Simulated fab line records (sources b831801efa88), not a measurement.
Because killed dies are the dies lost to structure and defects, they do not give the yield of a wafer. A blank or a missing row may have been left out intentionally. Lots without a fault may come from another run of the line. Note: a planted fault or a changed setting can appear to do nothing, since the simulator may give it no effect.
A lot that was struck, set against a sound lot ; flow sky130 ; 14 out of 708 route steps
Sound: these wafers, L299.1, L299.4, L299.6. Struck: wafer L301.4. (L301.5, L301.6 of the same lot were not struck and are left out.) The cause comes at the end.
For every step that has rows: the tool of each side, followed by ch and its chambers, followed by its first start. Under that, the readings that differ: sound wafers ; struck wafers ; difference of the means ; sigmas: that difference in standard deviations of wafers without a fault.
alike: readings with means less than 2 such deviations apart, plus words and numbers identical on both sides. not compared: withheld readings, readings lacking a value on some wafer, bounds such as >300 that could conceal the same value, and numbers that have no deviation in the record and whose values overlap.
The two part at a step that has a row with sigmas, a row that says differs or no value, or rows on one side only. When numbers do not overlap yet have no deviation, they are printed without sigmas and do not part them. Lack of a reading on every wafer of one side parts them only where that side has two or more wafers.

first, 8 steps without rows for these wafers: SKY_CONTACT_DEHYDRATE_06 (time 60 s); SKY_CONTACT_HMDS_07 (prime time 60 s); SKY_CONTACT_COAT_08 (resist thk 60 nm); SKY_CONTACT_COAT_09 (resist thk 450 nm); SKY_CONTACT_SOFTBAKE_10 (time 90 s); SKY_CONTACT_EXPOSE_11 (exposes mask CTM1, target cd 170 nm); SKY_CONTACT_PEB_12; SKY_CONTACT_DEVELOP_13 (develop time 60 s).
SKY_CONTACT_CD_MEAS_14: the cd target is 170 nm.
  sound on cd_sem-02 at day 33 02:43; struck on cd_sem-02 at day 33 14:40
reading;sound;struck;difference;sigmas
cd_nm (nm);167.4 167.8 169.2;174.0;+5.9;+4
SKY_CONTACT_OVL_MEAS_15:
  sound on overlay-02 at day 33 02:50; struck on overlay-01 at day 33 14:44
  alike: CONTACT_OVL
SKY_CONTACT_ETCH_16: etches BARC in N2/H2, stops on SiO2, time 45.9 s, target depth 60 nm.
  sound on rie_diel-04 ch 0,2, day 33 02:52; struck on rie_diel-04 ch 2, day 33 14:46
reading;sound;struck;difference;sigmas
oes_product_au (a.u.);0.859 0.855 0.855;0.871;+0.015;+3
  alike: bias_w, chamber_pressure_mTorr, drypump_motor_current_A, throttle_valve_pct
  not compared: rf_hours_counter_h
SKY_CONTACT_ETCH_17: etches SiO2 in C4F8/O2/Ar, stops on Si3N4, target depth 340 nm.
  sound on rie_diel-04 ch 0,2, day 33 02:55; struck on rie_diel-04 ch 2, day 33 14:48
reading;sound;struck;difference;sigmas
oes_product_au (a.u.);0.892 0.887 0.891;0.901;+0.011;+2
  alike: bias_w, chamber_pressure_mTorr
SKY_CONTACT_ETCH_18: etches Si3N4 in CHF3/O2, stops on TiN, time 39 s, target depth 75 nm.
  sound on rie_diel-04 ch 0,2, day 33 02:00; struck on rie_diel-04 ch 2, day 33 14:00
reading;sound;struck;difference;sigmas
bias_w (W);200.5 199.7 199.4;224.6;+24.7;+42
  alike: chamber_pressure_mTorr, drypump_motor_current_A, oes_product_au, throttle_valve_pct
  not compared: rf_hours_counter_h
SKY_CONTACT_STRIP_19: strips in O2/N2.
  sound on plasma_asher-04 ch 1, day 33 03:00; struck on plasma_asher-03 ch 0, day 33 14:55
  alike: chamber_pressure_mTorr, drypump_motor_current_A, oes_product_au, strip_time_to_endpoint_s
  not compared: rf_hours_counter_h

== WHERE THEY PART ==
First at SKY_CONTACT_CD_MEAS_14; last, within this record, at SKY_CONTACT_ETCH_18. Later steps at which nothing parts them and some readings are alike: SKY_CONTACT_STRIP_19.

WHY: the cause the simulator had injected
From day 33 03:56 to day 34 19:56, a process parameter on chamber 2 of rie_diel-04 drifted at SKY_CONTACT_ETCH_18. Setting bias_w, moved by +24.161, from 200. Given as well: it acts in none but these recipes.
